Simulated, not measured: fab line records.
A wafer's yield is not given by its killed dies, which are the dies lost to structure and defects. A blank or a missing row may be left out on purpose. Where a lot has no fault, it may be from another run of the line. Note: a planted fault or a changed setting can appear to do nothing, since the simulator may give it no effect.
Check for tools in common    flow sky130    Lots sampled 11, wafers sampled 39

## REASON IT WAS OPENED
At SKY_LDD_HVN_TW_MEAS_10 the reading LDD_HVN_TW is flagged on 2 of 11 lots. No-fault wafers: 1441, standard deviation 16.
Rule: a lot gets a flag if all its wafers with a number sit over 4 standard deviations from that mean, or if no wafer of it has a number. As for the other lots, they are considered sound.

lot   measured      on             LDD_HVN_TW, wafer by wafer     flag
L590  day 20 12:55  film-metro-03  1456 1451 1456                 
L593  day 21 08:18  film-metro-03  1289 1283 1282 1283 1278 1282  FLAGGED
L596  day 22 11:17  film-metro-04  1248 1252 1244 1244 1250 1248  FLAGGED
L603  day 25 10:00  film-metro-01  1439 1430 1451                 
L604  day 25 10:52  film-metro-01  1437 1430 1434                 
L606  day 26 02:41  film-metro-03  1465 1473 1470                 
L608  day 26 14:15  film-metro-01  1439 1442 1438                 
L610  day 27 03:21  film-metro-03  1455 1464 1457                 
L611  day 27 17:32  film-metro-01  1436 1427 1429                 
L612  day 28 06:15  film-metro-03  1446 1454 1457                 
L613  day 28 09:25  film-metro-03  1457 1455 1451                 
The mean of the flagged lots' numbers is 1265, -176 from the usual (-11 standard deviations).

## WHICH TOOL EACH LOT WENT THROUGH
The record holds 2 process steps before the reading, out of a route of 708 steps. In each cell: the tool, then ch and the chambers that the sampled wafers went through, then the start.
lot   flag     SKY_VT_ADJUST_PCH_STRIP_09            SKY_LDD_HVN_IMPLANT_08
L590           plasma-asher-04 ch 0,1, day 10 10:24  implanter-04 ch 0, day 20 12:41
L593  FLAGGED  plasma-asher-02 ch 1, day 11 04:45    implanter-04 ch 0, day 21 08:04
L596  FLAGGED  plasma-asher-04 ch 0,1, day 12 03:52  implanter-04 ch 0, day 22 11:02
L603           plasma-asher-03 ch 0,1, day 14 16:54  implanter-03 ch 0, day 25 09:46
L604           plasma-asher-03 ch 0,1, day 14 18:27  implanter-03 ch 0, day 25 10:37
L606           plasma-asher-03 ch 0,1, day 15 08:08  implanter-02 ch 0, day 26 02:26
L608           plasma-asher-03 ch 0,1, day 15 21:11  implanter-03 ch 0, day 26 14:00
L610           plasma-asher-03 ch 0, day 16 13:52    implanter-02 ch 0, day 27 03:06
L611           plasma-asher-04 ch 0,1, day 17 00:32  implanter-03 ch 0, day 27 17:17
L612           plasma-asher-03 ch 0, day 17 11:49    implanter-04 ch 0, day 28 06:01
L613           plasma-asher-04 ch 0,1, day 17 16:12  implanter-04 ch 0, day 28 09:11
What the steps here do:
- SKY_VT_ADJUST_PCH_STRIP_09: strips in O2/N2.
- SKY_LDD_HVN_IMPLANT_08
- SKY_LDD_HVN_TW_MEAS_10

## FLAGGED OVER TOTAL, TOOL BY TOOL (the gauges that took the reading come last)
step                        tool             lots run  flagged  share of the flagged lots  sound lots run after its first flagged lot
SKY_VT_ADJUST_PCH_STRIP_09  plasma-asher-02  1         1        some                       0
SKY_VT_ADJUST_PCH_STRIP_09  plasma-asher-03  6         0        none                       -
SKY_VT_ADJUST_PCH_STRIP_09  plasma-asher-04  4         1        some                       2 (L611,L613)
SKY_LDD_HVN_IMPLANT_08      implanter-02     2         0        none                       -
SKY_LDD_HVN_IMPLANT_08      implanter-03     4         0        none                       -
SKY_LDD_HVN_IMPLANT_08      implanter-04     5         2        all                        2 (L612,L613)
SKY_LDD_HVN_TW_MEAS_10      film-metro-01    4         0        none                       -
SKY_LDD_HVN_TW_MEAS_10      film-metro-03    6         1        some                       4 (L606,L610,L612,L613)
SKY_LDD_HVN_TW_MEAS_10      film-metro-04    1         1        some                       0

## WHAT THE TABLE ALLOWS
1 row of the table ran every flagged lot: implanter-04 at SKY_LDD_HVN_IMPLANT_08.
- implanter-04 at SKY_LDD_HVN_IMPLANT_08: 2 of its 5 lots flagged. Sound lots ran on it after the first flagged one (L612, L613), which a lasting fault on the whole tool wouldn't allow. Its own readings lie more than 4 standard deviations out on every wafer of the flagged lots: dose-ions-cm2, faraday-current-uA.
There is no row in the table that ran each flagged lot and no sound lot after the first.

## WHAT THE SIMULATOR HAD INSERTED
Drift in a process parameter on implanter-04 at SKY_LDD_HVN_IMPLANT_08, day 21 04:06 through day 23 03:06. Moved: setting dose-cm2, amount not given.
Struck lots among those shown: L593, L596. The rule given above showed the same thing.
